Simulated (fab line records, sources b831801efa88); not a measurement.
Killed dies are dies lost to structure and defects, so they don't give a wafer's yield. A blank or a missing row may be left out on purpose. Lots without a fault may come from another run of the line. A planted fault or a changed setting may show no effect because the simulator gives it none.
Chamber matching | flow gf180mcu | GF_SAB_ETCH_11 on rie_diel-01: 4 sister chambers
The step etches SiO2 in C4F8/O2/Ar, target depth 55 nm, time 8.5 s. 16 wafers are shown with their chamber, then 8 later ones without.

WAFERS WITH THEIR CHAMBER
wafer  | chamber | oes_product_au (a.u.)
L076.1 | 3       | 1.015
L076.4 | 3       | 1.010
L076.5 | 1       | 0.997
L079.3 | 2       | 0.985
L079.4 | 0       | 1.003
L079.6 | 2       | 0.979
L084.1 | 3       | 1.016
L084.3 | 0       | 1.005
L084.4 | 1       | 1.010
L085.1 | 3       | 1.010
L085.3 | 0       | 1.006
L085.5 | 0       | 1.014
L088.2 | 0       | 1.004
L088.3 | 3       | 1.008
L088.5 | 0       | 1.011
L089.1 | 3       | 0.994

SIGNATURES (means of the wafers above)
reading        | chamber 0 | chamber 1 | chamber 2 | chamber 3 | scatter within a chamber
oes_product_au | 1.00717   | 1.00350   | 0.98200   | 1.00883   | 0.00652
Rule: a wafer's distance from a chamber is the root of the sum, over the readings, of the square of ((its reading less the chamber's mean) divided by the reading's scatter). The wafer belongs to the nearest chamber; if the next one is less than 2 further off, it can't be placed. The scatter: the root of (the sum of the squares of (reading less its chamber's mean) over the shown wafers, divided by (wafers less chambers)).

WAFERS WITHOUT THEIR CHAMBER
wafer  | oes_product_au (a.u.)
L089.2 | 1.004
L089.3 | 0.983
L094.1 | 1.012
L094.2 | 1.015
L094.4 | 1.000
L095.2 | 0.998
L095.5 | 1.010
L095.6 | 0.994

WHICH CHAMBER EACH WENT THROUGH
wafer  | from the rows above               | in truth
L089.2 | can't be placed: 1 or 0 or 3      | 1
L089.3 | 2                                 | 2
L094.1 | can't be placed: 3 or 0 or 1      | 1
L094.2 | can't be placed: 3 or 0 or 1      | 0
L094.4 | can't be placed: 1 or 0 or 3      | 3
L095.2 | can't be placed: 1 or 0 or 3 or 2 | 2
L095.5 | can't be placed: 3 or 0 or 1      | 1
L095.6 | can't be placed: 1 or 2 or 0 or 3 | 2
Placed correctly: 1 of 8. Can't be placed from these rows: 7 (the true chamber is among the candidates in 7). Placed wrongly: 0.
